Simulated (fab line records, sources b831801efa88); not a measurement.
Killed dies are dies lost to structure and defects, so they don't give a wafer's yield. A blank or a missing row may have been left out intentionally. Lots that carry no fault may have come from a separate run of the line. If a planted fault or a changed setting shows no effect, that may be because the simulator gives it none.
fab line records	flow sky130
record lots=11	wafers=33	last_day=48
route steps=708 shown VT_ADJUST_LVTN@118 VT_ADJUST_NCORE@126 SONOS_ONO@172 LI_CONTACT@375
lots untouched by any fault: they come from a run of this same line in which no faults occurred
start_h: start of the lot's first displayed wafer, in hours after the record's first day	wait_h: hours from the lot's prior step to this one	" identical to the entry in the row above	L1.1+2: one row covering several wafers at once	- no value, or no start given	* or withheld: withheld	< > ~ a bound
route shown NAME@n: names a module that has steps shown in the file, with the first one's number in the route	usual: the fault-free wafers' mean and standard deviation	same: alike in all rows	chamber/n: place in a boat	sites: each site's reading	_std_site: the standard deviation of these	_edge_site: inner sites' mean taken away from outer sites' mean	radius_mm: for every site, how far away it sits from the centre of the wafer	mask NAME#n: copy n	behind: the last tool/chamber to shape the wafer	hold: what put the lot on hold/how long, in hours/how the hold closed	device: the n, p or np transistor that did not switch	end of line: at the end of the route, the tests of the same wafers	a step without rows: its recipe alone	killed: count of dies lost to structure and defects at first sort (not the wafer's yield)	map: a wafer's dies, x killed, . not, _ none there
set.NAME: the setting as run; set.NAME@STEP: as run at that earlier step	model.NAME: the simulator's own value behind a step, which no gauge read
route steps across a sampled set of lots; one table per step, one row per wafer
services: from which hour (start_h, from the record's first day; less than 0 if before it) a tool's chamber was out of use, for how many hours, and why
## steps
# step SKY_VT_ADJUST_LVTN_TW_MEAS_21
# usual VT_ADJUST_LVTN_2_TW=188.4/2.3
lot.wafer	tool	chamber	start_h	wait_h	VT_ADJUST_LVTN_2_TW
L485.4	film_metro-03	-	177.73	0.1	189.3
L485.5	"	-	"	"	190.2
L485.6	"	-	"	"	188.1
L484.1	film_metro-03	-	181.30	0.1	189.1
L484.3	"	-	"	"	189.3
L484.4	"	-	"	"	189.8
L483.3	film_metro-02	-	182.22	0.1	184.6
L483.4	"	-	"	"	186.1
L483.6	"	-	"	"	186.2
L486.4	film_metro-01	-	183.19	0.1	190.3
L486.5	"	-	"	"	191.1
L486.6	"	-	"	"	191.1
L487.2	film_metro-03	-	194.87	0.1	190.1
L487.4	"	-	"	"	190.7
L487.5	"	-	"	"	190.7
L489.1	film_metro-03	-	200.50	0.1	189.9
L489.2	"	-	"	"	191.4
L489.4	"	-	"	"	190.0
L488.1	film_metro-03	-	201.46	0.1	190.5
L488.2	"	-	"	"	189.4
L488.3	"	-	"	"	190.7
L491.1	film_metro-01	-	218.06	0.1	190.4
L491.4	"	-	"	"	190.6
L491.6	"	-	"	"	190.6
L493.2	film_metro-02	-	228.32	0.1	184.8
L493.4	"	-	"	"	184.4
L493.5	"	-	"	"	184.6
L494.1	film_metro-02	-	237.71	0.1	184.0
L494.2	"	-	"	"	185.3
L494.3	"	-	"	"	185.6
L496.2	film_metro-03	-	250.06	0.1	188.4
L496.4	"	-	"	"	188.8
L496.6	"	-	"	"	188.3
# step SKY_VT_ADJUST_NCORE_CD_MEAS_07
# recipe target_cd_nm=380
# usual cd_nm=381.8/2.4
lot.wafer	tool	chamber	start_h	wait_h	cd_nm
L485.4	cd_sem-02	-	198.86	0.1	382.4
L485.5	"	-	"	"	382.1
L485.6	"	-	"	"	382.5
L484.1	cd_sem-01	-	202.25	0.1	380.1
L484.3	"	-	"	"	382.3
L484.4	"	-	"	"	378.9
L483.3	cd_sem-02	-	203.19	0.1	383.7
L483.4	"	-	"	"	382.8
L483.6	"	-	"	"	382.9
L486.4	cd_sem-01	-	204.33	0.1	379.6
L486.5	"	-	"	"	379.7
L486.6	"	-	"	"	381.6
L487.2	cd_sem-01	-	216.87	0.1	381.3
L487.4	"	-	"	"	379.4
L487.5	"	-	"	"	381.5
L489.1	cd_sem-02	-	221.67	0.1	378.6
L489.2	"	-	"	"	379.4
L489.4	"	-	"	"	380.0
L488.1	cd_sem-02	-	222.97	0.1	380.1
L488.2	"	-	"	"	382.3
L488.3	"	-	"	"	380.0
L491.1	cd_sem-01	-	240.82	0.1	384.9
L491.4	"	-	"	"	383.5
L491.6	"	-	"	"	384.3
L493.2	cd_sem-01	-	251.34	0.1	382.0
L493.4	"	-	"	"	383.9
L493.5	"	-	"	"	382.9
L494.1	cd_sem-02	-	261.62	0.1	379.7
L494.2	"	-	"	"	378.8
L494.3	"	-	"	"	379.3
L496.2	cd_sem-01	-	274.64	0.1	382.8
L496.4	"	-	"	"	382.3
L496.6	"	-	"	"	383.1
# step SKY_SONOS_ONO_CVD_04
# recipe material=SiO2	precursor=SiH4/N2O	target_thk_nm=5.7199	temp_c=905.2	pressure_mtorr=400
# usual pressure_mtorr=400.1/0.72	spike_tc_centre_C=904.8/1
lot.wafer	tool	chamber	start_h	wait_h	pressure_mtorr	spike_tc_centre_C
L485.4	lpcvd-03	1	272.45	0.0	398.8	903.8
L485.5	"	1	"	"	400.3	906.2
L485.6	"	1	"	"	400.5	903.1
L484.1	lpcvd-03	1	275.60	0.1	400.2	905.4
L484.3	"	1	"	"	400.7	904.8
L484.4	"	1	"	"	400.0	905.7
L483.3	lpcvd-03	0	276.85	0.2	400.6	906.0
L483.4	"	0	"	"	399.9	906.4
L483.6	"	0	"	"	399.2	905.4
L486.4	lpcvd-03	0	279.75	0.0	400.0	904.3
L486.5	"	0	"	"	399.5	905.0
L486.6	"	0	"	"	400.1	905.2
L487.2	lpcvd-03	0	322.86	0.0	399.3	904.4
L487.4	"	0	"	"	399.1	904.4
L487.5	"	0	"	"	400.0	905.5
L488.1	lpcvd-03	1	322.86	0.1	400.4	902.8
L488.2	"	1	"	"	399.8	905.3
L488.3	"	1	"	"	399.9	905.2
L489.1	lpcvd-03	0	322.86	0.1	400.0	904.1
L489.2	"	0	"	"	399.8	905.0
L489.4	"	0	"	"	401.1	906.8
L491.1	lpcvd-03	0	324.74	1.9	399.6	905.6
L491.4	"	0	"	"	398.8	904.5
L491.6	"	0	"	"	400.5	904.6
L493.2	lpcvd-03	1	328.26	0.0	399.9	906.0
L493.4	"	1	"	"	400.0	903.8
L493.5	"	1	"	"	399.2	905.0
L494.1	lpcvd-03	1	337.22	0.1	399.5	906.8
L494.2	"	1	"	"	399.4	903.5
L494.3	"	1	"	"	399.8	906.0
L496.2	lpcvd-03	1	354.60	0.0	399.7	904.7
L496.4	"	1	"	"	399.7	906.5
L496.6	"	1	"	"	399.5	904.4
# step SKY_SONOS_ONO_THK_MEAS_05
# recipe reads=SiO2_of_SONOS_ONO_CVD_04
# usual SONOS_ONO_CVD_04_THK=6.19/0.12
lot.wafer	tool	chamber	start_h	wait_h	SONOS_ONO_CVD_04_THK[nm]
L485.4	film_metro-04	-	273.73	0.0	6.43
L485.5	"	-	"	"	6.44
L485.6	"	-	"	"	6.55
L484.1	film_metro-01	-	276.89	0.0	6.40
L484.3	"	-	"	"	6.25
L484.4	"	-	"	"	6.15
L483.3	film_metro-04	-	278.12	0.0	6.12
L483.4	"	-	"	"	6.18
L483.6	"	-	"	"	6.09
L486.4	film_metro-01	-	281.03	0.0	6.27
L486.5	"	-	"	"	6.31
L486.6	"	-	"	"	6.43
L489.1	film_metro-02	-	324.74	0.0	6.13
L489.2	"	-	"	"	6.13
L489.4	"	-	"	"	6.07
L487.2	film_metro-01	-	324.75	0.0	6.24
L487.4	"	-	"	"	6.16
L487.5	"	-	"	"	6.15
L488.1	film_metro-04	-	324.77	0.0	6.05
L488.2	"	-	"	"	6.00
L488.3	"	-	"	"	6.06
L491.1	film_metro-01	-	326.03	0.0	6.25
L491.4	"	-	"	"	6.16
L491.6	"	-	"	"	5.93
L493.2	film_metro-02	-	329.52	0.0	6.02
L493.4	"	-	"	"	6.19
L493.5	"	-	"	"	6.12
L494.1	film_metro-02	-	338.47	0.0	6.08
L494.2	"	-	"	"	6.13
L494.3	"	-	"	"	5.96
L496.2	film_metro-02	-	355.86	0.0	5.82
L496.4	"	-	"	"	5.69
L496.6	"	-	"	"	5.73
# step SKY_LI_CONTACT_OVL_MEAS_13
# usual LI_CONTACT_OVL=3/5.5
lot.wafer	tool	chamber	start_h	wait_h	LI_CONTACT_OVL[nm]
L483.3	overlay-02	-	701.20	0.1	1
L483.4	"	-	"	"	2
L483.6	"	-	"	"	2
L484.1	overlay-02	-	703.07	0.1	9
L484.3	"	-	"	"	5
L484.4	"	-	"	"	-3
L486.4	overlay-01	-	704.05	0.1	-8
L486.5	"	-	"	"	-2
L486.6	"	-	"	"	-12
L485.4	overlay-01	-	704.65	0.1	4
L485.5	"	-	"	"	14
L485.6	"	-	"	"	0
L487.2	overlay-02	-	751.53	0.1	7
L487.4	"	-	"	"	-2
L487.5	"	-	"	"	-2
L488.1	overlay-02	-	753.49	0.1	2
L488.2	"	-	"	"	4
L488.3	"	-	"	"	-11
L489.1	overlay-02	-	753.88	0.1	0
L489.2	"	-	"	"	7
L489.4	"	-	"	"	3
L491.1	overlay-02	-	755.64	0.1	3
L491.4	"	-	"	"	-1
L491.6	"	-	"	"	3
L493.2	overlay-02	-	763.59	0.1	4
L493.4	"	-	"	"	10
L493.5	"	-	"	"	19
L494.1	overlay-02	-	765.03	0.1	5
L494.2	"	-	"	"	4
L494.3	"	-	"	"	6
L496.2	overlay-01	-	777.98	0.1	9
L496.4	"	-	"	"	4
L496.6	"	-	"	"	7
## services
tool	chamber	start_h	hours	kind
lpcvd-03	-	255.29	1.3	repair
## key
first_sign step=SKY_SONOS_ONO_THK_MEAS_05	reading=SONOS_ONO_CVD_04_THK	direction=down	sigmas=3.6	usual=6.19	struck=5.75
effect none on later readings
met_at SKY_SONOS_ONO_CVD_04
struck_lots L496
tester_left_out L496
not_acting_at SKY_VT_ADJUST_LVTN_TW_MEAS_21,SKY_VT_ADJUST_NCORE_CD_MEAS_07,SKY_LI_CONTACT_OVL_MEAS_13
onset_between 337.22 354.60
also_fits time
fault kind=process_parameter_drift	tool=lpcvd-03	chamber=-	onset_h=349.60	steps=SKY_SONOS_ONO_CVD_04	channel=target_thk_nm	offset=-0.31057	shape=step	end_h=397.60	stated=5.7199
# tester_left_out: of these lots the tester's yield and bins aren't shown, on N5 and GAA mostly nor the transistor test; their killed dies are dies lost to structure and defects alone, not to doping, threshold or leakage, so they don't give the yield
